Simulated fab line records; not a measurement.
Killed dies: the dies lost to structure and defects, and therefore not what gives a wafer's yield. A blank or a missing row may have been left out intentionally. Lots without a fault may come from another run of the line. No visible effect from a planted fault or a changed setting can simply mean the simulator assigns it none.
fab line records    flow sfqLine
record lots=6  wafers=17  lastDay=92
route steps=325 shown I0@47 M1@58 I1@73 M2@88 M8@325
lots that met no fault: taken from a fault-free run of the same line
startH: hours from the record's first day to the start of the lot's first wafer shown    waitH: hours since the lot's step before    " same as the row above    L1.1+2: a single row standing in for several wafers    - no value present, or no start provided    * or withheld: withheld    < > ~ a bound
route shown NAME@n: NAME is a module with steps in the file, n the number in the route of the first one    usual: mean/standard deviation taken from wafers without a fault    same: alike in all rows    chamber/n: place in a boat    sites: readings site by site    _std_site: their standard deviation    _edge_site: outer sites' mean less inner sites'    radiusMm: how far each site lies from the wafer's centre    mask NAME#n: copy n    behind: the last tool/chamber to shape the wafer    hold: why the lot was held/for how many hours/how that ended    device: the n, p or np transistor that did not switch    end of line: tests run on the same wafers once the route is complete    a step without rows: its recipe alone    killed: the dies lost at the first sort to structure and to defects; this is not the yield of the wafer    map: shows each die of a wafer: x if killed, . if not, _ if none is there
set.NAME: the setting the step ran with; set.NAME@STEP: the setting that earlier step ran with    model.NAME: the simulator's own value behind a step, which no gauge read
lots at selected steps of the route; one table per step, one row per wafer
services: the hour from which a tool's chamber was out of use, counted from the record's first day as startH (under 0 if before that day), plus the number of hours and why
## steps
# step SFQ_TRILAYER_I0_VIA_LITHO_COAT_036
# recipe resist=BARC  spinRpm=3000  resistThkNm=62
# step SFQ_TRILAYER_I0_VIA_LITHO_COAT_031
# recipe resist=KrF  spinRpm=3000  resistThkNm=650
# step SFQ_TRILAYER_I0_VIA_LITHO_SOFTBAKE_035
# recipe tempC=withheld  timeS=withheld  resist=KrF
# step SFQ_TRILAYER_I0_VIA_LITHO_EXPOSE_032
# recipe maskId=I0  na=0.6  sourceShape=conventional  sigmaOuter=0.65  targetCdNm=500  doseMj=21.3
# step SFQ_TRILAYER_I0_VIA_LITHO_PEB_034
# recipe pebTempC=115  pebTimeS=60  resist=KrF
# step SFQ_TRILAYER_I0_VIA_LITHO_DEVELOP_033
# recipe timeS=60  resist=KrF
# step SFQ_I0_OVL_MEAS_908
# usual I0_OVL=0/5.1
lot.wafer  tool        chamber  startH  waitH  I0_OVL[nm]
L619.2     overlay-02  -        378.86  0.1    3
L619.4     "           -        "       "      -1
L619.5     "           -        "       "      6
L622.1     overlay-01  -        398.18  0.1    -6
L622.2     "           -        "       "      -12
L622.5     "           -        "       "      -4
L626.4     overlay-01  -        458.25  0.1    4
L626.6     "           -        "       "      4
L630.1     overlay-02  -        479.07  0.1    -5
L630.4     "           -        "       "      -1
L630.5     "           -        "       "      -4
L633.2     overlay-02  -        482.68  0.1    2
L633.4     "           -        "       "      -6
L633.6     "           -        "       "      -5
L642.1     overlay-01  -        493.47  0.1    -2
L642.3     "           -        "       "      0
L642.4     "           -        "       "      -8
# step SFQ_TRILAYER_I0_VIA_BARC_OPEN_VIA_ETCH_046
# recipe maskMaterial=PR  chemistry=O2  targetDepthNm=125  target=BARC  sourceW=500  biasW=80  pressureMtorr=30  timeS=41.7
# step SFQ_TRILAYER_I0_VIA_ETCH_VIA_ETCH_034
# recipe target=SiO2  stopOn=Nb  maskMaterial=PR  taperDeg=20  chemistry=CHF3  targetDepthNm=260  sourceW=500  biasW=80  pressureMtorr=30  timeS=withheld
# usual drypumpMotorCurrentA=5.5/0.47  oesProductAu=0.853/0.0048
lot.wafer  tool        chamber  startH  waitH  drypumpMotorCurrentA  oesProductAu
L619.2     rieDiel-04  3        378.93  0.0    6.1                   0.851
L619.4     "           2        "       "      5.3                   0.863
L619.5     "           3        "       "      6.0                   0.860
L622.1     rieDiel-04  0        398.26  0.0    5.7                   0.850
L622.2     "           1        "       "      5.4                   0.857
L622.5     "           0        "       "      5.7                   0.850
L626.4     rieDiel-01  0        458.31  0.0    5.6                   0.845
L626.6     "           0        "       "      5.6                   0.856
L630.1     rieDiel-04  0        479.15  0.0    5.7                   0.849
L630.4     "           1        "       "      5.3                   0.849
L630.5     "           3        "       "      6.1                   0.858
L633.2     rieDiel-04  1        482.75  0.0    5.3                   0.849
L633.4     "           2        "       "      5.3                   0.846
L633.6     "           0        "       "      5.7                   0.845
L642.1     rieDiel-01  2        493.55  0.0    6.8                   0.857
L642.3     "           0        "       "      5.6                   0.854
L642.4     "           3        "       "      5.3                   0.857
# step SFQ_TRILAYER_I0_VIA_STRIP_STRIP_035
# recipe gas=O2  powerW=200  platenTempC=40  overashFraction=0.65  chemistry=O2  pressureMtorr=50
# step SFQ_TRILAYER_I0_VIA_STRIP_SOLV_CLEAN_036
# recipe chemistry=NMP  tempC=70  timeS=600
# step SFQ_TRILAYER_M1_DEP_PRE_CLEAN_038
# recipe gas=Ar  timeS=22.5  biasV=250
# step SFQ_TRILAYER_M1_DEP_SPUTTER_037
# recipe material=Nb  basePressurePa=1.33e-06  chamberPressurePa=0.1333  substrateTempC=20  resputterCathodeVoltageV=400  targetThkNm=200  powerW=2000  timeS=133.3
# usual substrateTempC=20.00/0.11  throttleValvePct=29.8/0.7
lot.wafer  tool           chamber  startH  waitH  substrateTempC  throttleValvePct  model.Nb_of_TRILAYER_M1_DEP_SPUTTER_037.thkNm
L619.2     pvdSputter-05  -        379.85  0.0    19.92           28.7              203.1
L619.4     "              -        "       "      20.12           30.3              202.2
L619.5     "              -        "       "      19.97           28.9              202.7
L622.1     pvdSputter-03  -        399.17  0.0    20.07           29.3              197.3
L622.2     "              -        "       "      19.93           30.0              202.6
L622.5     "              -        "       "      20.02           30.7              199.2
L626.4     pvdSputter-05  -        459.22  0.0    20.10           29.5              177.6
L626.6     "              -        "       "      20.03           30.2              204.4
L630.1     pvdSputter-05  -        480.24  0.0    19.91           29.4              199
L630.4     "              -        "       "      20.03           29.7              174.1
L630.5     "              -        "       "      19.84           28.7              200.7
L633.2     pvdSputter-03  -        483.68  0.0    20.05           29.8              202.7
L633.4     "              -        "       "      19.99           29.8              205.8
L633.6     "              -        "       "      20.03           30.6              203.8
L642.1     pvdSputter-03  -        494.64  0.0    20.07           28.9              200.7
L642.3     "              -        "       "      20.01           30.0              205.3
L642.4     "              -        "       "      19.99           30.9              201.1
# step SFQ_M1_RS_MEAS_909
# recipe thkMeasGauge=four-point-probe  reads=Nb_of_TRILAYER_M1_DEP_SPUTTER_037
# usual M1_NB_RS=0.889/0.011
lot.wafer  tool          chamber  startH  waitH  M1_NB_RS[ohm/sq]
L619.2     filmMetro-04  -        379.96  0.1    0.876
L619.4     "             -        "       "      0.879
L619.5     "             -        "       "      0.877
L622.1     filmMetro-03  -        399.26  0.0    0.902
L622.2     "             -        "       "      0.880
L622.5     "             -        "       "      0.893
L626.4     filmMetro-01  -        459.37  0.1    1.004
L626.6     "             -        "       "      0.868
L630.1     filmMetro-04  -        480.33  0.0    0.895
L630.4     "             -        "       "      1.023
L630.5     "             -        "       "      0.887
L633.2     filmMetro-01  -        483.79  0.1    0.877
L633.4     "             -        "       "      0.866
L633.6     "             -        "       "      0.875
L642.1     filmMetro-03  -        494.73  0.0    0.887
L642.3     "             -        "       "      0.868
L642.4     "             -        "       "      0.887
# step SFQ_TRILAYER_M1_LITHO_COAT_044
# recipe resist=BARC  spinRpm=3000  resistThkNm=62
# step SFQ_TRILAYER_M1_LITHO_COAT_039
# recipe resist=KrF  spinRpm=3000  resistThkNm=600
# step SFQ_TRILAYER_M1_LITHO_SOFTBAKE_043
# recipe tempC=withheld  timeS=withheld  resist=KrF
# step SFQ_TRILAYER_M1_LITHO_EXPOSE_040
# recipe maskId=M1  na=0.6  sourceShape=conventional  sigmaOuter=0.65  targetCdNm=500  doseMj=14.4
# step SFQ_TRILAYER_M1_LITHO_PEB_042
# recipe pebTempC=115  pebTimeS=60  resist=KrF
# step SFQ_TRILAYER_M1_LITHO_DEVELOP_041
# recipe timeS=60  resist=KrF
# step SFQ_M1_OVL_MEAS_911
# usual M1_OVL=0/5
lot.wafer  tool        chamber  startH  waitH  M1_OVL[nm]
L619.2     overlay-01  -        527.08  0.1    2
L619.4     "           -        "       "      -3
L619.5     "           -        "       "      2
L622.1     overlay-01  -        546.27  0.1    -3
L622.2     "           -        "       "      4
L622.5     "           -        "       "      2
L626.4     overlay-01  -        598.26  0.1    -8
L626.6     "           -        "       "      -5
L630.1     overlay-01  -        617.01  0.1    3
L630.4     "           -        "       "      -9
L630.5     "           -        "       "      -2
L633.2     overlay-01  -        623.14  0.1    0
L633.4     "           -        "       "      -8
L633.6     "           -        "       "      -7
L642.1     overlay-02  -        641.14  0.1    -3
L642.3     "           -        "       "      3
L642.4     "           -        "       "      3
# step SFQ_TRILAYER_M1_BARC_OPEN_METAL_ETCH_054
# recipe maskMaterial=PR  chemistry=O2  targetDepthNm=125  target=BARC  icpW=600  biasW=80  pressureMtorr=10  timeS=41.7
# step SFQ_TRILAYER_M1_ETCH_METAL_ETCH_042
# recipe target=Nb  stopOn=SiO2  maskMaterial=PR  chemistry=Cl2/Ar  targetDepthNm=240  icpW=600  biasW=80  pressureMtorr=10  timeS=120
# usual drypumpMotorCurrentA=6.1/0.49  heBacksideLeakSccm=3.54/0.24  oesProductAu=0.895/0.0077
lot.wafer  tool         chamber  startH  waitH  drypumpMotorCurrentA  heBacksideLeakSccm  oesProductAu  rfHoursCounterH
L619.2     rieMetal-04  0        527.16  0.0    6.4                   3.53                0.901         82
L619.4     "            0        "       "      6.4                   3.47                0.902         -
L619.5     "            0        "       "      6.4                   3.54                0.897         -
L622.1     rieMetal-04  1        546.36  0.0    5.2                   3.93                0.882         77
L622.2     "            0        "       "      6.4                   3.52                0.907         85
L622.5     "            1        "       "      5.1                   3.78                0.889         -
L626.4     rieMetal-02  1        598.38  0.1    5.9                   3.03                0.837         -
L626.6     "            1        "       "      5.9                   3.03                0.903         -
L630.1     rieMetal-03  1        617.11  0.0    5.7                   3.54                0.889         87
L630.4     "            0        "       "      6.6                   3.52                0.825         -
L630.5     "            1        "       "      5.7                   3.52                0.894         -
L633.2     rieMetal-02  0        623.23  0.0    6.2                   3.90                0.901         125
L633.4     "            0        "       "      6.2                   3.46                0.903         -
L633.6     "            1        "       "      5.9                   3.28                0.904         -
L642.1     rieMetal-03  0        641.29  0.1    6.6                   3.58                0.899         100
L642.3     "            0        "       "      6.6                   3.55                0.907         -
L642.4     "            0        "       "      6.6                   3.52                0.899         -
# step SFQ_TRILAYER_M1_STRIP_STRIP_043
# recipe gas=O2  powerW=200  platenTempC=40  overashFraction=0.65  chemistry=O2  pressureMtorr=50
# step SFQ_TRILAYER_M1_STRIP_SOLV_CLEAN_044
# recipe chemistry=NMP  tempC=70  timeS=600
# step SFQ_TRILAYER_I1_DEP_PECVD_045
# recipe material=SiO2  tempC=150  timeS=111.11  pressureTorr=2.4  rfW=183.3  precursor=SiH4/N2O  targetThkNm=500
# step SFQ_TRILAYER_I1_CMP_CMP_046
# recipe material=SiO2  downForcePsi=3  platenRpm=60  padVelocityMS=0.94248
# usual motorCurrentA=10.4/1.4  timeToEndpointS=215/7.7
lot.wafer  tool    chamber  startH  waitH  motorCurrentA  timeToEndpointS
L619.4     cmp-02  3        532.84  4.7    10.5           207
L619.2     "       0        "       "      9.1            207
L619.5     "       2        534.34  6.2    10.2           215
L622.1     cmp-02  1        547.34  0.0    12.7           218
L622.2     "       2        "       "      10.3           211
L622.5     "       2        549.84  2.5    10.4           208
L626.4     cmp-02  3        605.78  6.5    10.3           221
L626.6     "       0        608.28  9.0    8.5            223
L630.1     cmp-01  2        618.09  0.0    9.7            208
L630.4     "       3        "       "      9.6            205
L630.5     "       2        620.09  2.0    9.7            207
L633.2     cmp-01  2        628.09  3.9    9.7            224
L633.4     "       3        "       "      9.7            216
L633.6     "       0        "       "      9.5            218
L642.3     cmp-01  0        645.59  2.6    9.9            210
L642.1     "       1        "       "      10.8           216
L642.4     "       2        "       "      10.0           224
# step SFQ_I1_BOW_MEAS_912
# recipe mode=bow
# usual I1_BOW=2/7.4
lot.wafer  tool          chamber  startH  waitH  I1_BOW[um]
L619.2     filmMetro-01  -        535.36  1.5    1
L619.4     "             -        "       "      -10
L619.5     "             -        "       "      4
L622.1     filmMetro-02  -        550.34  2.5    4
L622.2     "             -        "       "      18
L622.5     "             -        "       "      5
L626.4     filmMetro-04  -        608.84  2.6    0
L626.6     "             -        "       "      9
L630.1     filmMetro-04  -        621.09  2.5    3
L630.4     "             -        "       "      -5
L630.5     "             -        "       "      -4
L633.2     filmMetro-04  -        630.11  1.5    8
L633.4     "             -        "       "      10
L633.6     "             -        "       "      1
L642.1     filmMetro-01  -        648.09  1.5    -12
L642.3     "             -        "       "      -1
L642.4     "             -        "       "      6
# step SFQ_TRILAYER_I1_METRO_MEASURE_047
# usual thkNm=199.8/1.1
lot.wafer  tool          chamber  startH  waitH  thkNm
L619.2     filmMetro-01  -        535.66  0.3    199.8
L619.4     "             -        "       "      198.6
L619.5     "             -        "       "      199.0
L622.1     filmMetro-02  -        550.46  0.1    200.2
L622.2     "             -        "       "      201.0
L622.5     "             -        "       "      200.5
L626.4     filmMetro-04  -        609.50  0.6    199.2
L626.6     "             -        "       "      200.8
L630.1     filmMetro-04  -        621.21  0.1    199.4
L630.4     "             -        "       "      197.1
L630.5     "             -        "       "      200.9
L633.2     filmMetro-04  -        630.41  0.3    200.7
L633.4     "             -        "       "      198.6
L633.6     "             -        "       "      197.9
L642.1     filmMetro-01  -        648.21  0.1    201.0
L642.3     "             -        "       "      200.5
L642.4     "             -        "       "      200.8
# step SFQ_TRILAYER_I1_VIA_LITHO_COAT_054
# recipe resist=BARC  spinRpm=3000  resistThkNm=62
# step SFQ_TRILAYER_I1_VIA_LITHO_COAT_049
# recipe resist=KrF  spinRpm=3000  resistThkNm=650
# step SFQ_TRILAYER_I1_VIA_LITHO_SOFTBAKE_053
# recipe tempC=withheld  timeS=withheld  resist=KrF
# step SFQ_TRILAYER_I1_VIA_LITHO_EXPOSE_050
# recipe maskId=I1  na=0.6  sourceShape=conventional  sigmaOuter=0.65  targetCdNm=500  doseMj=21.3
# step SFQ_TRILAYER_I1_VIA_LITHO_PEB_052
# recipe pebTempC=115  pebTimeS=60  resist=KrF
# step SFQ_TRILAYER_I1_VIA_LITHO_DEVELOP_051
# recipe timeS=60  resist=KrF
# step SFQ_I1_OVL_MEAS_913
# usual I1_OVL=-2/6.3
lot.wafer  tool        chamber  startH  waitH  I1_OVL[nm]
L619.2     overlay-01  -        695.39  0.1    1
L619.4     "           -        "       "      1
L619.5     "           -        "       "      6
L622.1     overlay-01  -        712.19  0.1    -3
L622.2     "           -        "       "      6
L622.5     "           -        "       "      -2
L626.4     overlay-01  -        767.75  0.1    -8
L626.6     "           -        "       "      -2
L630.1     overlay-01  -        781.06  0.1    -14
L630.4     "           -        "       "      -5
L630.5     "           -        "       "      -7
L633.2     overlay-02  -        789.59  0.1    2
L633.4     "           -        "       "      1
L633.6     "           -        "       "      3
L642.1     overlay-01  -        805.19  0.1    -6
L642.3     "           -        "       "      -5
L642.4     "           -        "       "      -3
# step SFQ_TRILAYER_I1_VIA_BARC_OPEN_VIA_ETCH_071
# recipe maskMaterial=PR  chemistry=O2  targetDepthNm=125  target=BARC  sourceW=500  biasW=80  pressureMtorr=30  timeS=41.7
# step SFQ_TRILAYER_I1_VIA_ETCH_VIA_ETCH_052
# recipe target=SiO2  stopOn=Nb  maskMaterial=PR  taperDeg=20  chemistry=CHF3  targetDepthNm=260  sourceW=500  biasW=80  pressureMtorr=30  timeS=withheld
# usual drypumpMotorCurrentA=5.7/0.53  oesProductAu=0.854/0.005
lot.wafer  tool        chamber  startH  waitH  drypumpMotorCurrentA  oesProductAu
L619.2     rieDiel-04  0        695.46  0.0    5.7                   0.850
L619.4     "           3        "       "      6.0                   0.850
L619.5     "           3        "       "      6.1                   0.862
L622.1     rieDiel-01  3        712.26  0.0    5.3                   0.855
L622.2     "           0        "       "      5.7                   0.853
L622.5     "           2        "       "      6.8                   0.858
L626.4     rieDiel-01  1        767.81  0.0    5.5                   0.853
L626.6     "           0        "       "      5.6                   0.856
L630.1     rieDiel-04  1        781.14  0.0    5.4                   0.857
L630.4     "           2        "       "      5.3                   0.845
L630.5     "           0        "       "      5.7                   0.861
L633.2     rieDiel-03  0        789.66  0.0    6.5                   0.862
L633.4     "           2        "       "      5.8                   0.854
L633.6     "           0        "       "      6.5                   0.847
L642.1     rieDiel-04  1        805.28  0.0    5.3                   0.856
L642.3     "           0        "       "      5.7                   0.854
L642.4     "           1        "       "      5.3                   0.854
# step SFQ_TRILAYER_I1_VIA_STRIP_STRIP_053
# recipe gas=O2  powerW=200  platenTempC=40  overashFraction=0.65  chemistry=O2  pressureMtorr=50
# usual drypumpMotorCurrentA=6.0/0.48  heBacksideLeakSccm=3.6/0.33  oesProductAu=1.001/0.0094
lot.wafer  tool         chamber  startH  waitH  drypumpMotorCurrentA  heBacksideLeakSccm  oesProductAu  rfHoursCounterH
L619.2     rieMetal-01  1        695.58  -      6.1                   3.5                 0.984         18
L619.4     "            1        "       "      6.1                   3.4                 0.983         -
L619.5     "            0        "       "      5.9                   3.4                 1.002         -
L622.1     rieMetal-04  0        712.38  -      6.4                   3.4                 1.002         103
L622.2     "            1        "       "      5.2                   3.8                 0.998         99
L622.5     "            0        "       "      6.4                   3.3                 0.999         -
L626.4     rieMetal-03  1        768.13  -      5.7                   3.7                 0.996         -
L626.6     "            1        "       "      5.7                   3.5                 0.984         -
L630.1     rieMetal-04  0        781.25  -      6.4                   3.4                 0.997         111
L630.4     "            0        "       "      6.4                   3.5                 0.996         -
L630.5     "            0        "       "      6.4                   3.4                 0.994         -
L633.2     rieMetal-04  0        789.78  -      6.3                   3.3                 1.000         112
L633.4     "            0        "       "      6.3                   3.4                 1.001         -
L633.6     "            0        "       "      6.4                   3.4                 1.006         -
L642.1     rieMetal-01  0        805.45  -      6.0                   3.6                 1.017         69
L642.3     "            0        "       "      5.9                   3.6                 1.011         -
L642.4     "            1        "       "      6.1                   3.4                 0.988         -
# step SFQ_TRILAYER_I1_VIA_STRIP_SOLV_CLEAN_054
# recipe chemistry=NMP  tempC=70  timeS=600
# step SFQ_TRILAYER_M2_DEP_PRE_CLEAN_056
# recipe gas=Ar  timeS=22.5  biasV=250
# step SFQ_M8_BOW_MEAS_951
# recipe mode=bow
# usual M8_BOW=8/13
lot.wafer  tool          chamber  startH   waitH  M8_BOW[um]  model.etest.m1.ohmUm  model.etest.i0.linkOhm  model.etest.m1.ohmSq  model.etest.i1.linkOhm
L619.2     filmMetro-04  -        1819.68  0.0    3           1.755                 1.974                   0.876                 1.965
L619.4     "             -        "        "      -8          1.762                 1.964                   0.8797                1.975
L619.5     "             -        "        "      7           1.754                 1.977                   0.8776                1.965
L622.1     filmMetro-04  -        1909.70  0.0    -7          1.8                   1.985                   0.9018                1.955
L622.2     "             -        "        "      6           1.753                 1.955                   0.878                 1.951
L622.5     "             -        "        "      -5          1.783                 1.974                   0.8928                1.955
L626.4     filmMetro-03  -        1925.36  0.1    6           2.017                 2.096                   1.001                 2.073
L626.6     "             -        "        "      13          1.756                 1.947                   0.8701                1.941
L630.1     filmMetro-03  -        1938.75  0.0    20          1.792                 1.985                   0.8939                1.99
L630.4     "             -        "        "      13          2.048                 2.134                   1.022                 2.098
L630.5     "             -        "        "      14          1.774                 1.974                   0.8862                1.972
L633.2     filmMetro-04  -        1944.20  0.0    16          1.752                 1.947                   0.8776                1.963
L633.4     "             -        "        "      18          1.726                 1.937                   0.8642                1.947
L633.6     "             -        "        "      9           1.767                 1.953                   0.873                 1.951
L642.1     filmMetro-03  -        2212.09  0.0    -10         1.777                 1.942                   0.8863                1.952
L642.3     "             -        "        "      0           1.733                 1.938                   0.8666                1.944
L642.4     "             -        "        "      9           1.777                 1.958                   0.8844                1.955
## services
tool         chamber  startH  hours  kind
rieDiel-04   2        365.71  4.6    repair
rieDiel-04   0        375.23  6.0    repair
rieDiel-01   3        402.84  3.6    repair
cmp-01       -        414.44  1.6    repair
rieDiel-01   2        445.98  4.7    repair
rieDiel-01   -        465.95  0.7    repair
rieDiel-01   -        473.36  15.6   pm
rieMetal-04  -        494.69  0.6    repair
rieDiel-04   3        501.87  4.0    repair
rieDiel-04   -        508.44  0.1    repair
rieDiel-01   3        559.60  3.4    repair
rieDiel-04   -        563.90  14.6   pm
rieDiel-01   1        595.06  2.8    repair
rieDiel-04   3        608.99  12.6   repair
rieDiel-04   -        609.61  2.8    pm
rieDiel-01   1        635.16  6.8    repair
rieMetal-04  0        638.15  20.5   repair
rieMetal-04  -        673.22  1.6    repair
rieDiel-01   -        679.36  0.6    repair
rieDiel-04   0        747.62  3.1    repair
rieDiel-01   -        747.98  2.8    pm
rieDiel-01   1        761.31  4.3    repair
rieDiel-04   3        787.09  19.4   repair
rieDiel-04   2        802.75  4.6    repair
## key
firstSign step=SFQ_M1_RS_MEAS_909  reading=M1_NB_RS  direction=up  sigmas=11  usual=0.889  struck=1.014
effect step=SFQ_TRILAYER_M1_ETCH_METAL_ETCH_042  reading=oesProductAu  direction=down  sigmas=8.3  usual=0.895  struck=0.831
modelEffect step=SFQ_TRILAYER_M1_DEP_SPUTTER_037  value=Nb_of_TRILAYER_M1_DEP_SPUTTER_037.thkNm  without=199.6  struck=175.9
modelEffect step=SFQ_M8_BOW_MEAS_951  value=etest.m1.ohmUm  without=1.791  struck=2.033
metAt SFQ_TRILAYER_M1_DEP_SPUTTER_037
struckWafers L626.4,L630.4
onsetBetween 379.85 459.22
fault kind=processParameterDrift  tool=pvdSputter-05  chamber=-  onsetH=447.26  steps=SFQ_TRILAYER_M1_DEP_SPUTTER_037  channel=timeS  offset=*  shape=step  endH=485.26  scope=struckWafersOnly  actsIn=*  stated=*
